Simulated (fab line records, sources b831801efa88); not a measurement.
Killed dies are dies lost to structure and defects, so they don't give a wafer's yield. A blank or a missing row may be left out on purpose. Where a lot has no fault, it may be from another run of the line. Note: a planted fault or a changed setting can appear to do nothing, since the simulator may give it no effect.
A struck lot beside a sound one | flow sky130 | 13 steps out of a route of 708
Sound: these wafers, L344.2, L344.4, L344.5. Wafers L347.2, L347.3, L347.4 were the ones struck. The cause is named last.
Per side, at each step with rows, come the tool, then ch with its chambers, and then its first start. Under that, the readings that differ: sound wafers | struck wafers | difference of the means | sigmas: that difference in standard deviations of wafers without a fault.
alike: readings whose means differ by less than 2 such deviations, and words and numbers that are the same on both sides. not compared: withheld readings, readings that some wafer has no value for, bounds like >300 that may hide the same value, and numbers for which the record gives no deviation and whose values overlap.
Wherever a step has rows on one side only, a row that says differs or no value, or a row with sigmas, the two part there. Numbers that don't overlap but have no deviation are shown without sigmas and don't part them. A reading that every wafer of one side lacks parts them only if that side has two wafers or more.

SKY_VIA1_CD_MEAS_12: the cd target is 150 nm.
  struck on cd sem-01, day 36 04:34; sound on cd sem-02, day 34 12:07
  alike: cd nm
SKY_VIA1_OVL_MEAS_13:
  struck on overlay-02, day 36 04:40; sound on overlay-02, day 34 12:13
  alike: VIA1_OVL
SKY_VIA1_ETCH_14: etches BARC in N2/H2, stops on SiO2, time 45.9 s, target depth 60 nm.
  sound on rie diel-02 ch 0,1,2, day 34 12:15; struck on rie diel-03 ch 0,1,2, day 36 04:41
  alike: drypump motor current A, oes product au, rf fwd power W, throttle valve pct
  not compared: rf hours counter h
SKY_VIA1_ETCH_15: etches SiO2 in C4F8/O2/Ar, stops on TiN, target depth 351 nm, time 54 s.
  sound on rie diel-02 ch 0,1,2, day 34 12:18; struck on rie diel-03 ch 0,1,2, day 36 04:44
  alike: oes product au, rf fwd power W
  not compared: rf hours counter h
SKY_VIA1_STRIP_16: strips in O2/N2.
  sound on plasma asher-03 ch 1, day 34 12:20; struck on plasma asher-01 ch 0,1, day 36 04:47
  alike: drypump motor current A, oes product au, strip time to endpoint s
  not compared: rf hours counter h
then, 3 steps without rows for these wafers: SKY_VIA1_STRIP_17 (strips in post etch residue remover, time 1200 s); SKY_VIA1_CLEAN_18 (cleans in IPA, time 180 s); SKY_VIA1_CLEAN_19 (cleans in O3/DIW).
SKY_VIA1_SPUTTER_20: material TiN, target thk 20 nm, time 80 s.
  struck on pvd sputter-04, day 36 05:23; sound on pvd sputter-02, day 34 12:58
  alike: cathode dc power W, throttle valve pct
SKY_VIA1_CVD_21: deposits W, target thk 270 nm, time 80.902 s.
  sound on cvd w-02 ch 0,1, day 34 13:02; struck on cvd w-02 ch 0,1, day 36 05:26
  alike: heater power w
  not compared: since wet clean h
SKY_VIA1_RS_MEAS_22: measurement is done with a four-point probe.
  struck on film metro-03, day 36 05:34; sound on film metro-04, day 34 13:09
  alike: VIA1_W_RS
SKY_VIA1_THK_MEAS_23: measures by xrf.
  struck on film metro-03, day 36 05:40; sound on film metro-04, day 34 13:16
  alike: VIA1_W_THK
SKY_VIA1_CMP_24: polishes, stops on SiO2, t overpolish 16.01 s, target thk 0 nm.
  sound on cmp-01 ch 0,2,3, day 34 13:22; struck on cmp-01 ch 0,1,2, day 36 05:43
  reading                | sound                | struck            | difference | sigmas
  overpolish run s (s)   | 16.021 16.024 16.021 | 0.037 0.040 0.041 | -15.983    | -99 or more
  time to endpoint s (s) | 63.7 67.3 67.5       | 103.5 103.6 105.4 | +38.0      | +13
  alike: motor current A

WHERE THEY PART
Only at SKY_VIA1_CMP_24, within this record.

WHY: what had been put in by the simulator
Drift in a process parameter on cmp-01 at SKY_VIA1_CMP_24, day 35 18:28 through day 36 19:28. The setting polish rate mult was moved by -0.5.
